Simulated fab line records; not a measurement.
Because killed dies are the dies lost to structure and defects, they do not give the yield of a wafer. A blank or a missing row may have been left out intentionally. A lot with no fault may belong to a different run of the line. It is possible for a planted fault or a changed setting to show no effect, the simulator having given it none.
Matching of chambers | flow sky130 | 4 sister chambers for SKY_CONTACT_CMP_04 on cmp-01
The step polishes SiO2. 7 wafers are shown with their chamber, then 7 later ones without.

WAFERS, EACH WITH ITS CHAMBER
wafer  | chamber | motorCurrentA (A) | retainingRingPressureFrac
L298.4 | 1       | 10.2              | 1.000
L299.2 | 1       | 10.9              | 0.998
L299.4 | 2       | 11.7              | 1.001
L305.5 | 3       | 10.3              | 1.004
L305.6 | 0       | 11.2              | 1.000
L316.1 | 0       | 10.4              | 0.999
L316.3 | 2       | 12.0              | 1.009

WAFERS MISSING THEIR CHAMBER
wafer  | motorCurrentA (A) | retainingRingPressureFrac
L316.4 | 10.4              | 1.009
L317.1 | 10.8              | 0.998
L317.3 | 10.8              | 1.005
L317.5 | 12.0              | 1.002
L319.4 | 12.0              | 0.997
L319.5 | 11.2              | 0.997
L319.6 | 11.0              | 0.994

WHICH CHAMBER EACH ONE RAN IN
wafer  | from the rows above               | in truth
L316.4 | can't be placed: 3 or 0 or 1 or 2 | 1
L317.1 | can't be placed: 0 or 1 or 3      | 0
L317.3 | can't be placed: 3 or 0 or 1 or 2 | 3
L317.5 | can't be placed: 2 or 0           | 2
L319.4 | can't be placed: 2 or 0 or 1 or 3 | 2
L319.5 | can't be placed: 0 or 1 or 2 or 3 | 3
L319.6 | can't be placed: 0 or 1 or 3      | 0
Correctly placed: 0 of 7. From these rows, 7 cannot be placed; in 7 the true chamber is one of the candidates. Placed wrongly: 0.
How it was worked out, from the rows above alone: a wafer's distance from a chamber is the root of the sum, over the readings, of the square of ((its reading less the chamber's mean) divided by the reading's scatter). The wafer belongs to the nearest chamber; if the next one is less than 2 further off, it can't be placed. For every chamber, the mean is computed from those of its wafers that are shown. The scatter: the root of (the sum of the squares of (reading less its chamber's mean) over the shown wafers, divided by (wafers less chambers)).
